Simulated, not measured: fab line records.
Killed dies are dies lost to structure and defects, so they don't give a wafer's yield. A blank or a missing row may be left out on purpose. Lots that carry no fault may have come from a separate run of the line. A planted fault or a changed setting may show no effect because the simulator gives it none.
A struck lot beside a sound one | flow gf180mcu | 18 steps out of a route of 602
Sound: wafers L656.1, L656.2, L656.5. Struck: wafer L676.6 (left out: L676.4, L676.5 of the same lot, which were not struck); the cause appears at the end.
Each step with rows lists, per side, the tool, then ch with its chambers, then its first start. Under that, the readings that differ: sound wafers | struck wafers | difference of the means | sigmas: that difference in standard deviations of wafers without a fault.
alike: readings whose means differ by less than 2 such deviations, and words and numbers that are the same on both sides. not compared: withheld readings, readings that some wafer has no value for, bounds like >300 that may hide the same value, and numbers for which the record gives no deviation and whose values overlap.
The two part at a step that has a row with sigmas, a row that says differs or no value, or rows on one side only. Numbers that don't overlap but have no deviation are shown without sigmas and don't part them. A reading missing from all wafers of one side parts the sides only when that side holds two or more wafers.

GF_M4_STRIP_17: strips in O2/N2.
  sound on plasmaAsher-04 ch 0,1, day 23 17:26; struck on plasmaAsher-04 ch 1, day 30 07:23
  alike: drypumpMotorCurrentA, heaterPowerW, oesProductAu, stripTimeToEndpointS
  not compared: rfHoursCounterH
then, 3 steps without rows for these wafers: GF_M4_STRIP_18 (strips in post etch residue remover, time 1200 s); GF_M4_CLEAN_19 (cleans in DIW); GF_V4_CVD_00 (deposits SiO2, target thk 600 nm, time 100 s).
GF_V4_THK_MEAS_01:
  sound: filmMetro-04 at day 23 18:04; struck: filmMetro-01 at day 30 08:27
reading            | sound       | struck | difference | sigmas
V4_CVD_00_THK (nm) | 604 603 607 | 587    | -18        | -3
GF_V4_CVD_02: deposits SiO2 from TEOS, target thk 850 nm, time 94.851 s.
  sound on pecvd-03 ch 0,2, day 23 18:08; struck on pecvd-03 ch 2, day 30 08:31
  alike: heaterPowerW
GF_V4_THK_MEAS_03:
  sound: filmMetro-01 at day 23 18:12; struck: filmMetro-03 at day 30 08:35
  alike: V4_CVD_02_THK
GF_V4_CMP_04: polishes SiO2.
  sound on cmp-02 ch 1,3, day 23 18:16; struck on cmp-01 ch 2, day 30 09:51
  alike: motorCurrentA, timeToEndpointS
GF_V4_BOW_MEAS_05:
  sound: filmMetro-03 at day 23 18:34; struck: filmMetro-03 at day 30 10:13
  alike: V4_BOW
then, 3 steps without rows for these wafers: GF_V4_DEHYDRATE_06 (time 60 s); GF_V4_HMDS_07 (prime time 60 s); GF_V4_COAT_08.
GF_V4_COAT_09: resist thk 1000 nm.
  sound on lithoTrack-03 ch 0, day 24 05:00; struck on lithoTrack-03 ch 0, day 30 18:00
reading                            | sound          | struck | difference | sigmas
model.KrF_of_V4_COAT_09.thkNm (nm) | 1002 1006 1004 | 1019   | +15        | 
then, 3 steps without rows for these wafers: GF_V4_SOFTBAKE_10 (time 60 s); GF_V4_EXPOSE_11 (exposes mask Via4, target cd 260 nm); GF_V4_PEB_12 (peb time 90 s).
GF_V4_DEVELOP_13: develop time 60 s.
  sound on lithoTrack-04 ch 0, day 24 16:37; struck on lithoTrack-03 ch 0, day 31 03:43
reading                            | sound           | struck | difference | sigmas
model.KrF_of_V4_COAT_09.thkNm (nm) | 986.8 991 988.8 | 1004   | +15        | 
GF_V4_CD_MEAS_14: target cd 260 nm.
  sound: cdSem-02 at day 24 16:46; struck: cdSem-02 at day 31 03:51
  alike: cdNm

WHERE THEY PART
At GF_V4_THK_MEAS_01 and nowhere else, as far as this record goes. Later steps at which nothing parts them and some readings are alike: GF_V4_CVD_02, GF_V4_THK_MEAS_03, GF_V4_CMP_04, GF_V4_BOW_MEAS_05, GF_V4_CD_MEAS_14.

WHY: the cause the simulator had injected
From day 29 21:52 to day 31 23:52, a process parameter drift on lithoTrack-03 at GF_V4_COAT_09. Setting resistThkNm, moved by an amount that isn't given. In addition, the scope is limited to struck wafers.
